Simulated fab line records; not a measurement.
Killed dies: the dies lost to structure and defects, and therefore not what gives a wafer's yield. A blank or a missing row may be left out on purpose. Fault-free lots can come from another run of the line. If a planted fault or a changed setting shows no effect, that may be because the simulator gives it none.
2 desks, one fault ; flow sky130 ; what lay behind the numbers comes last; until then each desk has only its own

FROM THE METROLOGY DESK
What the gauges read for every lot (on any tool): the sampled wafers with a number, averaged. The brackets show how far a lot's mean lies from the usual mean; more than 4 standard deviations puts the lot out of limits, marked OUT.
Columns: A = VIA1_BOW at SKY_VIA1_BOW_MEAS_03, usual 81 um; B = VIA2_W_RS at SKY_VIA2_RS_MEAS_22, usual 0.2735 ohm/sq; C = CAPM_TIN_RS at SKY_CAPM_RS_MEAS_03, usual 6.89 ohm/sq; D = CAPM_TIN_THK at SKY_CAPM_THK_MEAS_04, usual 200.6 nm
lot;first seen here;A;B;C;D
L260;day 33 15:05;78;0.2730;6.91;201.6
L262;day 33 20:15;74;0.2730;6.89;201.9
L264;day 34 22:26;75;0.2724;6.86;199.7
L265;day 35 00:53;76;0.2740;6.80;201.3
L266;day 35 06:56;88;0.2734;6.93;197.9
L268;day 35 17:16;76;0.2763;6.88;200.4
L270;day 36 09:31;85;0.2737;6.91;202.1
L278;day 39 04:02;75;0.2705;6.18 (-11) OUT;231.4 (+12) OUT
L279;day 39 18:50;87;0.2738;6.08 (-13) OUT;236.7 (+14) OUT
L281;day 39 21:28;82;0.2740;6.86;199.5
This desk's result: L278, L279 out of limits, first on L278 (CAPM_TIN_RS at SKY_CAPM_RS_MEAS_03), day 42 08:48. L260, L262, L264, L265, L266, L268, L270, L281: within limits.

TOOL OWNER'S DESK, pvd sputter-04
The tool's own readings at SKY_CAPM_SPUTTER_02 (material TiN, target thk 200 nm, time 166.7 s): means of the sampled wafers that have a number, for each lot that ran on this tool. The brackets show how far a lot's mean lies from the usual mean; more than 4 standard deviations puts the lot out of limits, marked OUT.
Columns: A = cathode dc power W at SKY_CAPM_SPUTTER_02, usual 6500.3 W; B = throttle valve pct at SKY_CAPM_SPUTTER_02, usual 30.2 %
lot;first seen here;A;B
L260;day 37 01:29;6500.5;30.8
L264;day 38 08:41;6500.4;30.4
L270;day 39 18:22;6500.3;29.9
L278;day 42 08:41;7676.8 (+99 or more) OUT;31.0
L279;day 43 00:44;7677.1 (+99 or more) OUT;30.4
This desk's finding: out of limits on L278, L279; first on L278, day 42 08:41 (cathode dc power W at SKY_CAPM_SPUTTER_02). L260, L264, L270: within limits.

TAKEN TOGETHER
On L278, L279, at day 42 08:41, an alarm was possible from the tool owner's desk.
On L278, L279, the metrology desk was in a position to raise an alarm at day 42 08:48.
Every lot named ran SKY_CAPM_SPUTTER_02 on pvd sputter-04.

WHAT THE SIMULATOR PUT IN
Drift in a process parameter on pvd sputter-04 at SKY_CAPM_SPUTTER_02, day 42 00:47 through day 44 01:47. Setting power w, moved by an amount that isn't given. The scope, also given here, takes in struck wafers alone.
Lots struck among those shown: L278, L279.
Hours from the fault's start to each desk's first reading out of limits: the tool owner's desk, 8; the metrology desk, 8.
